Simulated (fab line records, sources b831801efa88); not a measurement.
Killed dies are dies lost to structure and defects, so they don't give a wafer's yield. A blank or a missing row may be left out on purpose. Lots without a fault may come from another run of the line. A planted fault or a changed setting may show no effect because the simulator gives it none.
Which tool did it? | flow sfq_line | 14 lots, 42 wafers sampled, at 1 step of a route of 325

WHAT THE GAUGES READ, wafer by wafer
The record holds no reading of a measuring or inspecting step that can be judged against a usual standard deviation.

WHICH TOOL RAN EACH LOT (tool, then ch and the chambers of the sampled wafers, then the start)
lot  | SFQ_TRILAYER_I0_VIA_BARC_OPEN_VIA_ETCH_046
L103 | rie_diel-02 ch 0,1,2, day 11 03:37
L104 | rie_diel-02 ch 0,1, day 11 07:13
L105 | rie_diel-04 ch 1,2,3, day 11 13:13
L107 | rie_diel-02 ch 2,3, day 12 06:01
L108 | rie_diel-04 ch 2,3, day 12 09:37
L112 | rie_diel-01 ch 0,1, day 13 06:47
L113 | rie_diel-02 ch 1,2, day 14 19:59
L114 | rie_diel-02 ch 0,1,2, day 15 04:23
L115 | rie_diel-02 ch 0,2, day 15 15:11
L117 | rie_diel-04 ch 0,3, day 16 04:17
L119 | rie_diel-04 ch 0,1,3, day 18 03:24
L122 | rie_diel-02 ch 0,3, day 18 22:37
L123 | rie_diel-01 ch 1,2,3, day 19 11:48
L124 | rie_diel-02 ch 0,2, day 19 14:12
- SFQ_TRILAYER_I0_VIA_BARC_OPEN_VIA_ETCH_046: etches BARC in O2, target depth 125 nm, time 41.7 s.

WHAT THE TOOLS THEMSELVES READ (means of the sampled wafers that have a number; where no wafer has one, the mark that the record gives instead)
SFQ_TRILAYER_I0_VIA_BARC_OPEN_VIA_ETCH_046.
lot  | tool        | bias_w (W) | drypump_motor_current_A (A) | oes_product_au (a.u.)
L103 | rie_diel-02 | 79.78      | 5.6                         | 0.686
L104 | rie_diel-02 | 79.88      | 5.3                         | 0.684
L105 | rie_diel-04 | 80.06      | 6.0                         | 0.685
L107 | rie_diel-02 | 79.95      | 5.7                         | 0.682
L108 | rie_diel-04 | 80.20      | 6.1                         | 0.684
L112 | rie_diel-01 | 80.08      | 5.0                         | 0.687
L113 | rie_diel-02 | 80.05      | 5.1                         | 0.687
L114 | rie_diel-02 | 75.30      | 5.6                         | 0.688
L115 | rie_diel-02 | 75.43      | 5.9                         | 0.686
L117 | rie_diel-04 | 80.06      | 6.0                         | 0.686
L119 | rie_diel-04 | 79.91      | 6.0                         | 0.689
L122 | rie_diel-02 | 80.07      | 6.2                         | 0.685
L123 | rie_diel-01 | 80.18      | 5.6                         | 0.686
L124 | rie_diel-02 | 80.18      | 6.1                         | 0.685

THE ANSWER, worked out from the rows above alone
Rule: what is usual is taken from the lots themselves. Put in order of their means at a reading, lots are off if they are a third of the lots or fewer, leave a main group of 4 or more, and stand apart from it by a gap of 3 or more times the standard deviation of the main group's means; of several such gaps the widest counts. A main group whose means are all the same, to the digits that the tables above print for the reading, isn't used. A lot without any number at a reading at which 4 lots or more have one is off too. The other lots that the step has rows for count as sound. The gauges are gone through in route order, then the tools' own readings, and for those a lot's mean is taken as printed above. The first step at which some lot is off is used, and at that step the reading that is off furthest; a lot without a number counts as furthest.
Off: L114, L115, at SFQ_TRILAYER_I0_VIA_BARC_OPEN_VIA_ETCH_046 (bias_w). The main group: mean 80.03 W, standard deviation 0.12.
A tool fits if, at that step or a process step before it, it ran every lot that is off, and no sound lot after the first of them. None of those tried fits.

WHAT THE SIMULATOR HAD PUT IN
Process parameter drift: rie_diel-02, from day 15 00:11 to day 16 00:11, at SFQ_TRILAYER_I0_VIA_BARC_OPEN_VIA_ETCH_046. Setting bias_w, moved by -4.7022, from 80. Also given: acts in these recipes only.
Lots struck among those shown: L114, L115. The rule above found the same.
